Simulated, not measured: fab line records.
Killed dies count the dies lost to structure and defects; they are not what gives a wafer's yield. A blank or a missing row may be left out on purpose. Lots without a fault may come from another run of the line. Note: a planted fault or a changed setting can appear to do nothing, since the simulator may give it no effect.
Struck lot and sound lot, side by side	flow sky130	15 steps out of a route of 708
Sound: these wafers, L428.1, L428.2, L428.5. Wafers struck: L414.1, L414.5, L414.6. The cause is named last.
At each step with rows: each side's tool, then ch and its chambers, then its first start. Under that, the readings that differ: sound wafers	struck wafers	difference of the means	sigmas: that difference in standard deviations of wafers without a fault.
alike: words and numbers the same on both sides, and readings whose means are apart by under 2 such deviations; not compared: readings that were withheld, readings missing a value for some wafer, numbers with overlapping values and no deviation given by the record, and bounds like >300 which may hide the same value.
The two part at a step that has a row with sigmas, a row that says differs or no value, or rows on one side only. Numbers that have no deviation but don't overlap get no sigmas and don't part them. A reading missing from all wafers of one side parts the sides only when that side holds two or more wafers.

first, 5 steps without rows for these wafers: SKY_LDD_N_COAT_02 (resist thk 300 nm); SKY_LDD_N_SOFTBAKE_03 (time 60 s); SKY_LDD_N_EXPOSE_04 (exposes mask NTM, target cd 840 nm); SKY_LDD_N_PEB_05; SKY_LDD_N_DEVELOP_06 (develop time 60 s).
SKY_LDD_N_OVL_MEAS_07:
  sound on overlay-02 at day 25 09:57; struck on overlay-01 at day 20 14:27
  alike: LDD_N_OVL
then, 6 steps without rows for these wafers: SKY_LDD_N_IMPLANT_08; SKY_LDD_N_IMPLANT_09; SKY_LDD_N_IMPLANT_10; SKY_LDD_N_IMPLANT_11; SKY_LDD_N_IMPLANT_12; SKY_LDD_N_IMPLANT_13.
SKY_LDD_N_IMPLANT_14:
  sound on implanter-04 ch 0, day 25 10:53; struck on implanter-04 ch 0, day 20 15:23
reading	sound	struck	difference	sigmas
rotation_deg (degrees)	179.91 180.01 180.03	361.84 361.91 361.85	+181.88	+99 or more
  alike: end_station_pressure_torr
following that, these wafers have no rows for 1 step: SKY_LDD_N_IMPLANT_15.
-- a jump in the record: the struck wafers' starts before and after are 27 days apart (it breaks off in module LDD_N and resumes in module PAD_OPEN, where the first step shown is number 708 of the route) --
SKY_PAD_OPEN_PROBE_99:
  sound on prober-01 at day 50 12:43; struck on prober-02 at day 47 16:29
reading	sound	struck	difference	sigmas
model.etest.nfet_01v8_lvt.vt_sat_v (V)	0.538 0.5493 0.5291	0.6201 0.6086 0.6206	+0.0776	
model.etest.sram_nfet_pass.vt_sat_v (V)	0.5692 0.5997 0.5139	0.6323 0.6237 0.6163	+0.0632	
model.etest.nfet_01v8.vt_sat_v (V)	0.6501 0.6592 0.6435	0.7045 0.7046 0.7152	+0.0572	
model.etest.nfet_01v8_swapped.vt_sat_v (V)	0.6555 0.659 0.6409	0.6025 0.5979 0.6074	-0.0492	
model.etest.nfet_01v8_lvt.vt_v (V)	0.6122 0.6173 0.6075	0.6347 0.6283 0.6372	+0.0211	
model.etest.nfet_01v8.vt_v (V)	0.7023 0.7076 0.6962	0.7131 0.7128 0.7217	+0.0138	
model.etest.nfet_01v8_swapped.vt_v (V)	0.7025 0.7072 0.6964	0.7088 0.7083 0.7171	+0.0094	
  alike: killed_at_M0_to_M3, killed_at_M4_up, killed_at_contacts, killed_at_front_end, killed_at_other, killed_dies, killed_open, killed_short
  not compared: model.etest.nfet_01v8.off_log10_a_um

== WHERE THEY PART ==
Only at SKY_LDD_N_IMPLANT_14, within this record. Later steps at which nothing parts them and some readings are alike: SKY_PAD_OPEN_PROBE_99.

WHY: whatever the simulator had introduced
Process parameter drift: implanter-04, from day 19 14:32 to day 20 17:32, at SKY_LDD_N_IMPLANT_14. Setting rotation_deg, moved by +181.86, from 180. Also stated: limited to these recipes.
